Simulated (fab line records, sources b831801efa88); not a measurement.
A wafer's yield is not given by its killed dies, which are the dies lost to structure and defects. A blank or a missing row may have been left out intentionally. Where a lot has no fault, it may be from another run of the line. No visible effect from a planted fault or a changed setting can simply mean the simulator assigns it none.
What tool caused it? / flow sky130 / route of 708 steps, sampled at 1 step: 14 lots, 42 wafers

## WHAT THE GAUGES READ, wafer by wafer
Not one reading of a measure or inspect step in the record can be checked against a usual standard deviation.

## WHAT TOOL EACH LOT RAN ON (gives the tool, then ch and the chambers of the sampled wafers, and finally the start)
lot=L463; SKY_LDD_N_IMPLANT_15=implanter-01 ch 0, day 17 19:48
lot=L464; SKY_LDD_N_IMPLANT_15=implanter-01 ch 0, day 18 05:09
lot=L466; SKY_LDD_N_IMPLANT_15=implanter-04 ch 0, day 19 03:03
lot=L467; SKY_LDD_N_IMPLANT_15=implanter-01 ch 0, day 19 15:10
lot=L469; SKY_LDD_N_IMPLANT_15=implanter-01 ch 0, day 20 01:33
lot=L468; SKY_LDD_N_IMPLANT_15=implanter-04 ch 0, day 20 02:04
lot=L470; SKY_LDD_N_IMPLANT_15=implanter-03 ch 0, day 20 14:07
lot=L474; SKY_LDD_N_IMPLANT_15=implanter-03 ch 0, day 22 02:55
lot=L475; SKY_LDD_N_IMPLANT_15=implanter-01 ch 0, day 22 03:57
lot=L477; SKY_LDD_N_IMPLANT_15=implanter-01 ch 0, day 23 01:07
lot=L482; SKY_LDD_N_IMPLANT_15=implanter-03 ch 0, day 25 04:13
lot=L484; SKY_LDD_N_IMPLANT_15=implanter-03 ch 0, day 25 15:11
lot=L485; SKY_LDD_N_IMPLANT_15=implanter-04 ch 0, day 25 18:49
lot=L486; SKY_LDD_N_IMPLANT_15=implanter-03 ch 0, day 26 03:19
- SKY_LDD_N_IMPLANT_15

## AS READ BY THE TOOLS THEMSELVES (means over the sampled wafers that have a number; for cases with no such wafer, the mark the record gives instead)
SKY_LDD_N_IMPLANT_15. Usual: dose_ions_cm2 4.999e+12, standard deviation 5.3e+09; faraday_current_uA 28.2, standard deviation 0.54.
lot=L463 tool=implanter-01 dose_ions_cm2=5.003e+12 faraday_current_uA=28.4 flag=
lot=L464 tool=implanter-01 dose_ions_cm2=5.001e+12 faraday_current_uA=28.1 flag=
lot=L466 tool=implanter-04 dose_ions_cm2=5.000e+12 faraday_current_uA=28.5 flag=
lot=L467 tool=implanter-01 dose_ions_cm2=5.004e+12 faraday_current_uA=27.8 flag=
lot=L469 tool=implanter-01 dose_ions_cm2=4.989e+12 faraday_current_uA=28.2 flag=
lot=L468 tool=implanter-04 dose_ions_cm2=4.996e+12 faraday_current_uA=28.2 flag=
lot=L470 tool=implanter-03 dose_ions_cm2=5.001e+12 faraday_current_uA=27.9 flag=
lot=L474 tool=implanter-03 dose_ions_cm2=4.998e+12 faraday_current_uA=28.1 flag=
lot=L475 tool=implanter-01 dose_ions_cm2=3.302e+12 faraday_current_uA=18.6 flag=OFF
lot=L477 tool=implanter-01 dose_ions_cm2=3.308e+12 faraday_current_uA=18.4 flag=OFF
lot=L482 tool=implanter-03 dose_ions_cm2=4.998e+12 faraday_current_uA=28.1 flag=
lot=L484 tool=implanter-03 dose_ions_cm2=4.998e+12 faraday_current_uA=29.0 flag=
lot=L485 tool=implanter-04 dose_ions_cm2=5.004e+12 faraday_current_uA=28.4 flag=
lot=L486 tool=implanter-03 dose_ions_cm2=5.003e+12 faraday_current_uA=28.3 flag=

## THE ANSWER, worked out from the rows above alone
Rule: a lot is off if the mean of its wafers that have a number lies more than 3 standard deviations from the usual mean. A lot without any number at a reading at which 4 lots or more have one is off too. Where the step has rows for the other lots, those lots are counted as sound. First the gauges in route order, then the tools' own readings, where a lot's mean is used as printed above. The first step at which some lot is off is used, and at that step the reading that is off furthest; a lot without a number counts as furthest.
Off: L475, L477 (SKY_LDD_N_IMPLANT_15, dose_ions_cm2).
A tool fits if, at that step or a process step before it, it ran every lot that is off, and no sound lot after the first of them. One candidate fits, namely implanter-01 at SKY_LDD_N_IMPLANT_15. A fault onset in the window from L469 (day 20 01:33, its last sound lot) to L475 (day 22 03:57, its first lot off) fits.
The tool's own readings at SKY_LDD_N_IMPLANT_15 bear it out: on the lots that are off they differ by more than 5 times the standard deviation of the sound lots' means. dose_ions_cm2 reads 3.305e+12 there against 5.000e+12 on the sound lots; faraday_current_uA reads 18.5 there against 28.2 on the sound lots.

## WHAT THE SIMULATOR PUT IN
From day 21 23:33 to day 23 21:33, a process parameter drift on implanter-01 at SKY_LDD_N_IMPLANT_15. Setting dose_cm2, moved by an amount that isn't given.
Lots struck among those shown: L475, L477. The rule above reached the same finding.
